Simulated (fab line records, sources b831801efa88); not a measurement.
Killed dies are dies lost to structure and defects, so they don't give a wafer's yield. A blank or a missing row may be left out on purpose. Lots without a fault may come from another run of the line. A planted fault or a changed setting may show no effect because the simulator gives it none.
fab line records | flow sky130
record lots=10 wafers=30 last_day=50
route steps=708 shown LOCAL_INTERCONNECT@387 METAL2@489 VIA4@640 METAL5@675
lots that met no fault: from a run of the same line without faults
start_h: hours from the record's first day to the start of the lot's first wafer shown | wait_h: hours since the lot's step before | " the same as in the row above | L1.1+2: a row that stands for several wafers | - no value, or no start given | * or withheld: withheld | < > ~ a bound
route shown NAME@n: a module of which the file shows steps, and the number in the route of the first | usual: mean/standard deviation of fault-free wafers | same: alike in all rows | chamber/n: place in a boat | sites: the reading at each site | _std_site: their standard deviation | _edge_site: outer sites' mean less inner sites' | radius_mm: how far each site lies from the wafer's centre | mask NAME#n: copy n | behind: the tool/chamber that last shaped the wafer | hold: why the lot was held/for how many hours/how that ended | device: the transistor (n, p or np) that didn't switch | end of line: the same wafers' tests at the end of the route | a step without rows: its recipe alone | killed: dies lost to structure and defects at the first sort, not the wafer's yield | map: a wafer's dies, x killed, . not, _ none there
set.NAME: the setting as run; set.NAME@STEP: as run at that earlier step | model.NAME: the simulator's own value behind a step, which no gauge read
steps of the route over a sample of lots; a table a step, a row a wafer
services: from which hour (start_h, from the record's first day; less than 0 if before it) a tool's chamber was out of use, for how many hours, and why
## steps
# step SKY_LOCAL_INTERCONNECT_SPUTTER_00
# recipe material=TiN target_thk_nm=100 temp_c=300 power_w=6500 time_s=83.3 chamber_pressure_pa=0.4
# usual throttle_valve_pct=30.1/1.4
# columns lot.wafer tool chamber start_h wait_h throttle_valve_pct
L825.1 pvd_sputter-01 - 688.74 0.1 29.7
L825.3 " - " " 30.2
L825.4 " - " " 32.4
L827.4 pvd_sputter-04 - 696.98 0.1 28.5
L827.5 " - " " 28.5
L827.6 " - " " 28.5
L829.1 pvd_sputter-04 - 730.24 0.1 32.1
L829.3 " - " " 29.5
L829.5 " - " " 29.4
L834.1 pvd_sputter-02 - 763.41 0.2 28.5
L834.5 " - " " 28.4
L834.6 " - " " 30.7
L835.2 pvd_sputter-04 - 775.54 0.1 28.4
L835.4 " - " " 29.6
L835.5 " - " " 32.1
L836.1 pvd_sputter-04 - 779.23 0.1 29.2
L836.3 " - " " 28.4
L836.6 " - " " 28.5
L838.1 pvd_sputter-01 - 794.74 0.2 29.6
L838.3 " - " " 31.2
L838.5 " - " " 30.4
L840.3 pvd_sputter-01 - 813.44 0.1 31.1
L840.4 " - " " 30.8
L840.6 " - " " 32.3
L844.3 pvd_sputter-01 - 832.08 0.1 31.4
L844.5 " - " " 30.4
L844.6 " - " " 32.4
L846.1 pvd_sputter-01 - 852.61 0.1 31.4
L846.3 " - " " 30.6
L846.4 " - " " 29.7
# step SKY_LOCAL_INTERCONNECT_RS_MEAS_01
# recipe thk_meas_gauge=four-point-probe reads=TiN_of_LOCAL_INTERCONNECT_SPUTTER_00
# usual LOCAL_INTERCONNECT_TIN_RS=14.09/0.12
# columns lot.wafer tool chamber start_h wait_h LOCAL_INTERCONNECT_TIN_RS[ohm/sq]
L825.1 film_metro-01 - 688.80 0.0 13.97
L825.3 " - " " 14.12
L825.4 " - " " 13.93
L827.4 film_metro-01 - 697.12 0.1 14.19
L827.5 " - " " 14.27
L827.6 " - " " 14.16
L829.1 film_metro-04 - 730.31 0.0 14.08
L829.3 " - " " 13.94
L829.5 " - " " 13.96
L834.1 film_metro-01 - 763.49 0.1 14.04
L834.5 " - " " 13.92
L834.6 " - " " 14.00
L835.2 film_metro-04 - 775.63 0.1 14.19
L835.4 " - " " 14.66
L835.5 " - " " 14.21
L836.1 film_metro-01 - 779.29 0.0 13.94
L836.3 " - " " 14.92
L836.6 " - " " 14.24
L838.1 film_metro-04 - 794.81 0.0 14.14
L838.3 " - " " 14.11
L838.5 " - " " 14.12
L840.3 film_metro-04 - 813.55 0.1 14.09
L840.4 " - " " 14.14
L840.6 " - " " 14.02
L844.3 film_metro-04 - 832.18 0.1 13.92
L844.5 " - " " 13.94
L844.6 " - " " 13.85
L846.1 film_metro-04 - 852.68 0.0 14.04
L846.3 " - " " 14.17
L846.4 " - " " 14.20
# step SKY_LOCAL_INTERCONNECT_THK_MEAS_02
# recipe thk_meas_gauge=xrf reads=TiN_of_LOCAL_INTERCONNECT_SPUTTER_00
# usual LOCAL_INTERCONNECT_TIN_THK=99.2/1
# columns lot.wafer tool chamber start_h wait_h LOCAL_INTERCONNECT_TIN_THK[nm]
L825.1 film_metro-01 - 688.92 0.1 99.4
L825.3 " - " " 98.7
L825.4 " - " " 100.3
L827.4 film_metro-01 - 697.21 0.1 98.5
L827.5 " - " " 98.0
L827.6 " - " " 98.2
L829.1 film_metro-04 - 730.43 0.1 100.4
L829.3 " - " " 101.5
L829.5 " - " " 101.2
L834.1 film_metro-01 - 763.61 0.1 98.8
L834.5 " - " " 100.0
L834.6 " - " " 99.7
L835.2 film_metro-04 - 775.74 0.1 99.2
L835.4 " - " " 96.2
L835.5 " - " " 99.0
L836.1 film_metro-01 - 779.41 0.1 99.9
L836.3 " - " " 93.5
L836.6 " - " " 97.9
L838.1 film_metro-04 - 794.93 0.1 99.7
L838.3 " - " " 99.8
L838.5 " - " " 99.2
L840.3 film_metro-04 - 813.65 0.1 100.3
L840.4 " - " " 99.5
L840.6 " - " " 100.4
L844.3 film_metro-04 - 832.28 0.1 99.5
L844.5 " - " " 99.7
L844.6 " - " " 100.9
L846.1 film_metro-04 - 852.80 0.1 98.7
L846.3 " - " " 98.3
L846.4 " - " " 97.7
# step SKY_LOCAL_INTERCONNECT_METAL_ETCH_14
# recipe target_depth_nm=110 stop_on=PSG chemistry=Cl2/BCl3 target=TiN resist_sidewall_deg=88 pressure_mtorr=10 icp_w=900 bias_w=48.5 Cl2_flow_sccm=60 bcl3_flow_sccm=30 time_s=31.4
# usual bcl3_flow_sccm=30.00/0.11 bias_w=48.48/0.14 drypump_motor_current_A=6.3/0.38 oes_product_au=0.943/0.0071 throttle_valve_pct=21.899/0.0094
# columns lot.wafer tool chamber start_h wait_h bcl3_flow_sccm bias_w drypump_motor_current_A oes_product_au rf_hours_counter_h throttle_valve_pct
L825.1 rie_metal-02 1 717.02 0.0 30.06 48.56 6.6 0.949 14 21.890
L825.3 " 0 " " 29.98 48.42 6.3 0.944 - 21.901
L825.4 " 1 " " 30.16 48.39 6.6 0.947 - 21.900
L827.4 rie_metal-02 0 725.21 0.0 30.14 48.72 6.3 0.937 - 21.899
L827.5 " 1 " " 29.87 48.34 6.6 0.941 - 21.898
L827.6 " 0 " " 29.98 48.56 6.3 0.942 - 21.903
L829.1 rie_metal-01 1 757.92 0.0 30.05 48.50 5.9 0.939 0 21.902
L829.3 " 1 " " 29.94 48.64 5.9 0.955 - 21.892
L829.5 " 0 " " 29.90 48.22 6.2 0.945 - 21.890
L834.1 rie_metal-01 0 790.67 0.0 30.08 48.41 6.3 0.942 6 21.891
L834.5 " 0 " " 29.90 48.36 6.2 0.950 - 21.899
L834.6 " 1 " " 29.82 48.49 5.9 0.953 - 21.902
L835.2 rie_metal-03 1 801.72 0.0 29.81 48.53 6.8 0.935 4 21.913
L835.4 " 0 " " 30.06 48.20 5.7 0.924 - 21.920
L835.5 " 0 " " 30.07 48.29 5.7 0.942 - 21.913
L836.1 rie_metal-02 1 805.79 0.0 29.91 48.78 6.6 0.947 16 21.900
L836.3 " 0 " " 29.92 48.56 6.3 0.914 - 21.918
L836.6 " 0 " " 29.89 48.53 6.2 0.935 - 21.896
L838.1 rie_metal-03 1 822.07 0.0 29.95 48.34 6.8 0.939 5 21.924
L838.3 " 0 " " 29.89 48.32 5.7 0.947 - 21.903
L838.5 " 1 " " 30.14 48.47 6.8 0.936 - 21.891
L840.3 rie_metal-03 1 840.39 0.0 30.06 48.43 6.8 0.941 - 21.914
L840.4 " 0 " " 30.09 48.70 5.7 0.931 - 21.903
L840.6 " 0 " " 29.98 48.58 5.7 0.943 - 21.896
L844.3 rie_metal-01 0 858.59 0.0 29.84 48.70 6.2 0.957 - 21.883
L844.5 " 1 " " 29.95 48.69 5.9 0.952 - 21.906
L844.6 " 0 " " 29.93 48.42 6.2 0.952 - 21.897
L846.1 rie_metal-01 1 879.43 0.0 30.13 48.37 6.0 0.939 5 21.896
L846.3 " 1 " " 30.14 48.55 5.9 0.945 - 21.890
L846.4 " 0 " " 30.07 48.42 6.2 0.939 - 21.904
# step SKY_METAL2_THK_MEAS_06
# recipe thk_meas_gauge=xrf reads=AlCu_of_METAL2_SPUTTER_02
# usual METAL2_ALCU_THK=245/3.1
# columns lot.wafer tool chamber start_h wait_h METAL2_ALCU_THK[nm]
L825.1 film_metro-04 - 802.89 0.1 250
L825.3 " - " " 245
L825.4 " - " " 245
L827.4 film_metro-04 - 811.22 0.1 246
L827.5 " - " " 244
L827.6 " - " " 246
L829.1 film_metro-04 - 843.22 0.1 246
L829.3 " - " " 251
L829.5 " - " " 247
L834.1 film_metro-04 - 875.91 0.1 243
L834.5 " - " " 244
L834.6 " - " " 243
L835.2 film_metro-03 - 887.45 0.1 244
L835.4 " - " " 242
L835.5 " - " " 240
L836.1 film_metro-03 - 890.55 0.1 243
L836.3 " - " " 245
L836.6 " - " " 242
L838.1 film_metro-04 - 906.48 0.1 241
L838.3 " - " " 245
L838.5 " - " " 243
L840.3 film_metro-04 - 922.47 0.1 245
L840.4 " - " " 246
L840.6 " - " " 242
L844.3 film_metro-01 - 939.77 0.1 243
L844.5 " - " " 239
L844.6 " - " " 241
L846.1 film_metro-01 - 961.02 0.1 244
L846.3 " - " " 246
L846.4 " - " " 246
# step SKY_VIA4_THK_MEAS_01
# recipe reads=SiO2_of_VIA4_HDPCVD_00
# usual VIA4_HDPCVD_THK=1754/17
# columns lot.wafer tool chamber start_h wait_h VIA4_HDPCVD_THK[nm]
L825.1 film_metro-04 - 989.87 0.1 1712
L825.3 " - " " 1728
L825.4 " - " " 1713
L827.4 film_metro-01 - 996.24 0.0 1744
L827.5 " - " " 1728
L827.6 " - " " 1763
L829.1 film_metro-02 - 1025.35 0.1 1775
L829.3 " - " " 1777
L829.5 " - " " 1764
L834.1 film_metro-04 - 1052.86 0.1 1793
L834.5 " - " " 1740
L834.6 " - " " 1746
L835.2 film_metro-02 - 1063.62 0.1 1749
L835.4 " - " " 1739
L835.5 " - " " 1730
L836.1 film_metro-04 - 1065.62 0.1 1780
L836.3 " - " " 1738
L836.6 " - " " 1765
L838.1 film_metro-04 - 1078.85 0.1 1762
L838.3 " - " " 1766
L838.5 " - " " 1769
L840.3 film_metro-01 - 1092.94 0.1 1748
L840.4 " - " " 1755
L840.6 " - " " 1780
L844.3 film_metro-02 - 1105.33 0.1 1760
L844.5 " - " " 1768
L844.6 " - " " 1743
L846.1 film_metro-01 - 1122.99 0.1 1751
L846.3 " - " " 1754
L846.4 " - " " 1766
# step SKY_METAL5_DESCUM_14
# recipe chemistry=O2 source_power_w=150 bias_power_w=0 pressure_mtorr=10 temp_c=40 time_s=11
# usual drypump_motor_current_A=6.2/0.47 oes_product_au=1.004/0.011
# columns lot.wafer tool chamber start_h wait_h drypump_motor_current_A oes_product_au rf_hours_counter_h
L825.1 rie_metal-03 1 1037.66 0.1 6.8 0.997 15
L825.3 " 0 " " 5.7 0.996 -
L825.4 " 1 " " 6.8 0.999 -
L827.4 rie_metal-04 0 1042.62 0.1 5.7 1.020 -
L827.5 " 0 " " 5.7 1.012 -
L827.6 " 1 " " 6.6 0.994 -
L829.1 rie_metal-03 1 1070.70 0.1 6.8 1.007 17
L829.3 " 1 " " 6.8 0.997 -
L829.5 " 1 " " 6.8 1.002 -
L834.1 rie_metal-03 1 1097.40 0.1 6.8 1.001 19
L834.5 " 0 " " 5.7 0.983 -
L834.6 " 1 " " 6.8 0.995 -
L835.2 rie_metal-03 1 1107.10 0.1 6.8 1.000 19
L835.4 " 0 " " 5.6 0.992 -
L835.5 " 1 " " 6.8 1.002 -
L836.1 rie_metal-04 0 1108.35 0.1 5.7 1.002 21
L836.3 " 0 " " 5.7 1.002 -
L836.6 " 1 " " 6.5 0.999 -
L838.1 rie_metal-02 1 1121.05 0.1 6.6 1.002 18
L838.3 " 1 " " 6.6 0.990 -
L838.5 " 1 " " 6.6 1.001 -
L840.3 rie_metal-03 1 1134.86 0.1 6.8 1.006 -
L840.4 " 0 " " 5.7 0.999 -
L840.6 " 0 " " 5.7 1.005 -
L844.3 rie_metal-02 1 1146.09 0.1 6.6 1.000 -
L844.5 " 1 " " 6.6 1.001 -
L844.6 " 0 " " 6.3 1.006 -
L846.1 rie_metal-03 0 1161.76 0.1 5.7 0.993 21
L846.3 " 1 " " 6.8 0.999 -
L846.4 " 0 " " 5.7 0.992 -
## services
# columns tool chamber start_h hours kind
pvd_sputter-02 - 665.55 2.5 repair
rie_metal-03 1 683.77 - clean
rie_metal-03 1 683.77 14.2 scheduled_down
rie_metal-03 1 683.77 14.2 vent_cycle
rie_metal-02 - 760.02 14.6 pm
pvd_sputter-02 - 779.68 0.9 repair
pvd_sputter-02 - 802.63 1.2 repair
pvd_sputter-02 - 862.50 4.1 repair
rie_metal-04 - 884.57 1.2 repair
pvd_sputter-04 - 909.22 0.7 repair
rie_metal-02 - 918.40 0.3 repair
rie_metal-04 0 929.84 6.6 repair
pvd_sputter-01 - 950.17 5.7 repair
rie_metal-02 - 965.69 2.8 pm
pvd_sputter-01 - 971.69 7.0 repair
pvd_sputter-02 - 990.41 23.1 repair
pvd_sputter-01 - 994.80 1.1 repair
rie_metal-01 0 1026.41 19.1 repair
rie_metal-02 - 1046.61 0.5 repair
rie_metal-04 - 1072.76 4.3 pm
rie_metal-02 0 1087.01 34.1 repair
pvd_sputter-04 - 1087.03 4.9 repair
rie_metal-03 - 1127.27 0.5 repair
pvd_sputter-04 - 1145.82 0.5 repair
## key
first_sign step=SKY_LOCAL_INTERCONNECT_RS_MEAS_01 reading=LOCAL_INTERCONNECT_TIN_RS direction=up sigmas=6 usual=14.09 struck=14.79
effect step=SKY_LOCAL_INTERCONNECT_THK_MEAS_02 reading=LOCAL_INTERCONNECT_TIN_THK direction=down sigmas=4.1 usual=99.2 struck=94.9
effect step=SKY_LOCAL_INTERCONNECT_METAL_ETCH_14 reading=oes_product_au direction=down sigmas=3.4 usual=0.943 struck=0.919
met_at SKY_LOCAL_INTERCONNECT_SPUTTER_00
struck_lots L835,L836
struck_wafers L835.4,L836.3
tester_left_out L835,L836
not_acting_at SKY_METAL2_THK_MEAS_06,SKY_VIA4_THK_MEAS_01,SKY_METAL5_DESCUM_14
onset_between 730.24 775.54
fault kind=process_parameter_drift tool=pvd_sputter-04 chamber=- onset_h=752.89 steps=SKY_LOCAL_INTERCONNECT_SPUTTER_00 channel=target_thk_nm offset=-4.5813 shape=step end_h=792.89 scope=struck_wafers_only acts_in=these_recipes_only stated=100
# tester_left_out: of these lots the tester's yield and bins aren't shown, on N5 and GAA mostly nor the transistor test; their killed dies are dies lost to structure and defects alone, not to doping, threshold or leakage, so they don't give the yield
